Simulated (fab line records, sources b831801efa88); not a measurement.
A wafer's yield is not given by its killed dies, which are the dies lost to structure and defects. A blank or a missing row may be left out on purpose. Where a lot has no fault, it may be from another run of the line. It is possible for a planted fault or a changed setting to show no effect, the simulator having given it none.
Chamber matching | flow gf180mcu | 4 sister chambers for GF_V1_CMP_04 on cmp-02
The step polishes SiO2. 16 wafers are shown with their chamber, then 8 later ones without.

## WAFERS PAIRED WITH THEIR CHAMBERS
wafer  | chamber | motorCurrentA (A) | timeToEndpointS (s) | edgeZonePressureFrac
L983.2 | 2       | 11.6              | 81                  | 0.992
L983.4 | 3       | 12.0              | 79                  | 1.001
L983.6 | 1       | 13.2              | 86                  | 1.001
L984.2 | 1       | 13.6              | 85                  | 1.007
L984.5 | 0       | 13.5              | 80                  | 1.003
L984.6 | 3       | 12.1              | 78                  | 0.996
L997.1 | 2       | 11.3              | 66                  | 0.996
L997.2 | 0       | 13.1              | 76                  | 1.000
L997.3 | 3       | 12.4              | 66                  | 1.002
L998.1 | 0       | 13.6              | 76                  | 1.006
L998.4 | 3       | 12.1              | 76                  | 1.011
L998.6 | 3       | 12.3              | 78                  | 1.014
L999.2 | 1       | 13.2              | 85                  | 0.999
L999.3 | 2       | 11.8              | 73                  | 1.004
L999.6 | 1       | 13.5              | 92                  | 1.003
L103.4 | 2       | 11.0              | 84                  | 1.003

SIGNATURES (means of the wafers above)
reading              | chamber 0 | chamber 1 | chamber 2 | chamber 3 | scatter within a chamber
motorCurrentA        | 13.400    | 13.375    | 11.425    | 12.180    | 0.249
timeToEndpointS      | 77.33     | 87.00     | 76.00     | 75.40     | 5.46
edgeZonePressureFrac | 1.00300   | 1.00250   | 0.99875   | 1.00480   | 0.00559
Rule: for each reading, subtract the chamber's mean from the wafer's reading, divide by that reading's scatter and square the result; add these up over the readings and take the root, which gives the wafer's distance from the chamber. The wafer belongs to the nearest chamber; if the next one is less than 2 further off, it can't be placed. The scatter is the square root of a quotient: the sum, over the shown wafers, of each reading's squared deviation from its chamber's mean, divided by wafers minus chambers.

## WAFERS MISSING THEIR CHAMBER
wafer  | motorCurrentA (A) | timeToEndpointS (s) | edgeZonePressureFrac
L103.5 | 13.5              | 85                  | 0.997
L103.6 | 13.0              | 101                 | 0.994
L105.1 | 13.7              | 88                  | 0.995
L105.3 | 13.4              | 91                  | 1.002
L105.6 | 12.7              | 96                  | 1.003
L106.1 | 13.3              | 80                  | 1.005
L106.2 | 12.1              | 74                  | 1.004
L106.4 | 12.3              | 76                  | 1.015

## WHICH CHAMBER EACH ONE RAN IN
wafer  | from the rows above          | in truth
L103.5 | can't be placed: 1 or 0      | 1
L103.6 | can't be placed: 1 or 0      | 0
L105.1 | can't be placed: 1 or 0      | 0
L105.3 | can't be placed: 1 or 0      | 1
L105.6 | can't be placed: 1 or 3 or 0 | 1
L106.1 | can't be placed: 0 or 1      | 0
L106.2 | 3                            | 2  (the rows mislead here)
L106.4 | 3                            | 3
1 of 8 placed correctly. Cannot be placed on the basis of these rows: 6; the candidates contain the true chamber in 6. Placed wrongly: 1.
